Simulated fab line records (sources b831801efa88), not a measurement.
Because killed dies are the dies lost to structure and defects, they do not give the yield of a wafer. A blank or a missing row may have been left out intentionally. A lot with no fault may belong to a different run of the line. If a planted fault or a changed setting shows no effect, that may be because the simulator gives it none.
The same fault as seen by 2 desks | flow gf180mcu | what lay behind the numbers comes last; until then each desk has only its own

AT THE METROLOGY DESK
What the gauges read, lot by lot, whatever tool the lot ran on: means of the sampled wafers that have a number. Any lot whose mean is over 4 standard deviations away from the usual mean is out of limits and marked OUT; that distance is given in the brackets.
Columns: A = LVPWELL_OVL at GF_LVPWELL_OVL_MEAS_07, usual -0.9 nm; B = MVPSD_OVL at GF_MVPSD_OVL_MEAS_07, usual -1.0 nm; C = LVPWELL_RS at GF_VT_IMPLANT_RS_MEAS_48, usual 1197.8 ohm/sq; D = POLY_GATE_OXIDATION_THK at GF_POLY_GATE_THK_MEAS_17, usual 3.95 nm
lot  | first seen here | A    | B               | C      | D
L772 | day 3 19:53     | -2.1 | -1.2            | 1200.5 | 3.82
L773 | day 4 00:27     | -1.4 | -3.4            | 1200.3 | 3.89
L774 | day 4 07:43     | -1.0 | -0.4            | 1198.9 | 3.82
L776 | day 4 17:28     | -0.2 | -1.2            | 1199.5 | 3.99
L777 | day 4 23:04     | -0.4 | 1.0             | 1196.7 | 4.09
L779 | day 5 13:13     | -1.4 | -3.7            | 1197.7 | 3.99
L782 | day 6 08:40     | -1.6 | -1.1            | 1199.6 | 3.93
L783 | day 6 19:22     | -1.7 | -0.8            | 1194.2 | 3.88
L784 | day 7 03:13     | 0.5  | -1.1            | 1197.3 | 4.06
L785 | day 7 03:33     | -0.9 | -1.0            | 1201.6 | 4.08
L786 | day 7 10:31     | -0.3 | 1.0             | 1195.8 | 3.98
L787 | day 7 14:01     | 0.3  | -2.0            | 1200.9 | 4.01
L790 | day 8 06:01     | -1.7 | 102.8 (+74) OUT | -      | -
L791 | day 8 07:16     | -1.4 | 101.7 (+73) OUT | -      | -
L792 | day 8 13:13     | -2.2 | 101.6 (+73) OUT | -      | -
Per this desk, out of limits: L790, L791, L792; the first was L790, day 9 15:41 (MVPSD_OVL at GF_MVPSD_OVL_MEAS_07). Within limits: L772, L773, L774, L776, L777, L779, L782, L783, L784, L785, L786, L787.

TOOL OWNER'S DESK, iline-stepper-01
The tool's own readings at GF_MVPSD_EXPOSE_04 (exposes mask MVPSD, target cd 1000 nm): means of the sampled wafers that have a number, for each lot that ran on this tool. Any lot whose mean is over 4 standard deviations away from the usual mean is out of limits and marked OUT; that distance is given in the brackets.
Columns: A = reticle-temp-C at GF_MVPSD_EXPOSE_04, usual 23.01 C
lot  | first seen here | A
L772 | day 4 16:47     | 22.98
L777 | day 5 21:04     | 23.13
L779 | day 6 13:30     | 22.94
L782 | day 7 09:32     | 22.95
L783 | day 7 19:52     | 22.99
L784 | day 8 03:46     | 22.83
L785 | day 8 04:24     | 23.04
L786 | day 8 10:34     | 22.93
L790 | day 9 07:23     | 23.16
L791 | day 9 09:14     | 23.01
L792 | day 9 15:55     | 22.84
Finding of this desk: none of the 11 lots has anything out of limits.

TAKEN TOGETHER
L790, L791, L792 would have let the metrology desk raise an alarm at day 9 15:41.
The desk of the tool owner found nothing out of limits.
On record at the tool owner's desk: L790, L791, L792, within its limits.
All the named lots went through GF_MVPSD_EXPOSE_04 on iline-stepper-01.

WHAT THE SIMULATOR PUT IN
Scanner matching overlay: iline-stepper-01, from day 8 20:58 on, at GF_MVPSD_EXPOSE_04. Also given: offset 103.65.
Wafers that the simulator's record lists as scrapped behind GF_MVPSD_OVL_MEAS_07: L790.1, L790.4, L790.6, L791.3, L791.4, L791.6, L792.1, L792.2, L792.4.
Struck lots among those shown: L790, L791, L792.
Delay in hours, fault start to first out-of-limits reading, per desk: metrology desk 19.
